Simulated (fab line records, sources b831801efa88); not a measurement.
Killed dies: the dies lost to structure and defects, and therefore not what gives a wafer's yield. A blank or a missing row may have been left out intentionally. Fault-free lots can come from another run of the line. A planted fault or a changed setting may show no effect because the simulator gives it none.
Matching of chambers -- flow gf180mcu -- GF_V5_CVD_02 on pecvd-04 has 3 sister chambers
The step deposits SiO2 from TEOS, target thk 1450 nm, time 163.28 s. 6 wafers are shown with their chamber, then 7 later ones without.

## EACH WAFER AND ITS CHAMBER
wafer,chamber,heaterPowerOuterW (W),heaterPowerW (W)
L917.4,1,265,535
L920.3,0,334,572
L920.4,2,353,576
L920.6,1,349,659
L926.2,2,354,583
L926.3,0,426,694

## WAFERS MISSING THEIR CHAMBER
wafer,heaterPowerOuterW (W),heaterPowerW (W)
L926.6,339,631
L927.3,393,652
L927.4,319,559
L927.6,351,653
L928.2,385,653
L928.5,311,552
L928.6,283,478

## EACH ONE'S CHAMBER
wafer,from the rows above,in truth
L926.6,can't be placed: 2 or 1 or 0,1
L927.3,can't be placed: 0 or 2 or 1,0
L927.4,can't be placed: 1 or 2 or 0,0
L927.6,can't be placed: 0 or 2 or 1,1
L928.2,can't be placed: 0 or 2 or 1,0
L928.5,can't be placed: 1 or 2 or 0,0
L928.6,can't be placed: 1 or 2 or 0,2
0 of 7 placed correctly. Cannot be placed on the basis of these rows: 7; the candidates contain the true chamber in 7. Placed wrongly: 0.
How it was worked out, from the rows above alone: a wafer's distance from a chamber is the root of the sum, over the readings, of the square of ((its reading less the chamber's mean) divided by the reading's scatter). If the next closest chamber is less than 2 further off than the closest, the wafer can't be placed; otherwise it belongs to the closest. The mean given for a chamber averages the wafers shown for that chamber. The scatter: the root of (the sum of the squares of (reading less its chamber's mean) over the shown wafers, divided by (wafers less chambers)).
